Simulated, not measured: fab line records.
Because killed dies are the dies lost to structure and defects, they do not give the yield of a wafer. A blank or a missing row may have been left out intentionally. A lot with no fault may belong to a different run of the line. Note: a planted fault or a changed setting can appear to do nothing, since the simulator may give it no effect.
Which tool was responsible?    flow gf180mcu    route of 602 steps, sampled at 1 step: 11 lots, 33 wafers

== WHAT THE GAUGES SHOWED, per wafer ==
GF_CONTACT_CD_MEAS_14: the cd target is 220 nm.
lot   measured      on        cdNm (nm)
L366  day 16 06:32  cdSem-02  219.0 217.9 219.4
L368  day 16 23:47  cdSem-01  219.7 219.0 219.7
L369  day 17 06:31  cdSem-01  217.1 220.4 217.8
L370  day 17 20:25  cdSem-01  221.6 220.3 220.8
L371  day 17 23:00  cdSem-01  222.2 222.8 221.8
L373  day 18 13:04  cdSem-01  220.5 220.2 220.7
L374  day 18 23:07  cdSem-01  219.3 219.7 220.3
L376  day 20 00:35  cdSem-01  221.3 222.9 221.5
L381  day 21 18:20  cdSem-01  216.6 217.6 217.5
L385  day 22 20:36  cdSem-01  219.1 218.7 219.8
L386  day 23 11:23  cdSem-01  221.4 221.4 221.1

== TOOL THAT RAN EACH LOT (tool first, then ch and the chambers of the sampled wafers, then the start) ==
The record shows no process step preceding these readings.

== THE ANSWER, worked out from the rows above alone ==
Rule: the usual values come from the lots themselves. The widest of any qualifying gaps counts: lots, ordered by their means at a reading, are off when they make up no more than a third of the lots, leave a main group of 4 or more, and stand apart from it by 3 or more times the standard deviation of that group's means. Not used: any main group whose means are identical at the precision the tables above print for the reading. A lot without any number at a reading at which 4 lots or more have one is off too. Where the step has rows for the other lots, those lots are counted as sound.
Nothing can be told from this: no lot is off at any reading shown.

== WHAT THE SIMULATOR PUT IN ==
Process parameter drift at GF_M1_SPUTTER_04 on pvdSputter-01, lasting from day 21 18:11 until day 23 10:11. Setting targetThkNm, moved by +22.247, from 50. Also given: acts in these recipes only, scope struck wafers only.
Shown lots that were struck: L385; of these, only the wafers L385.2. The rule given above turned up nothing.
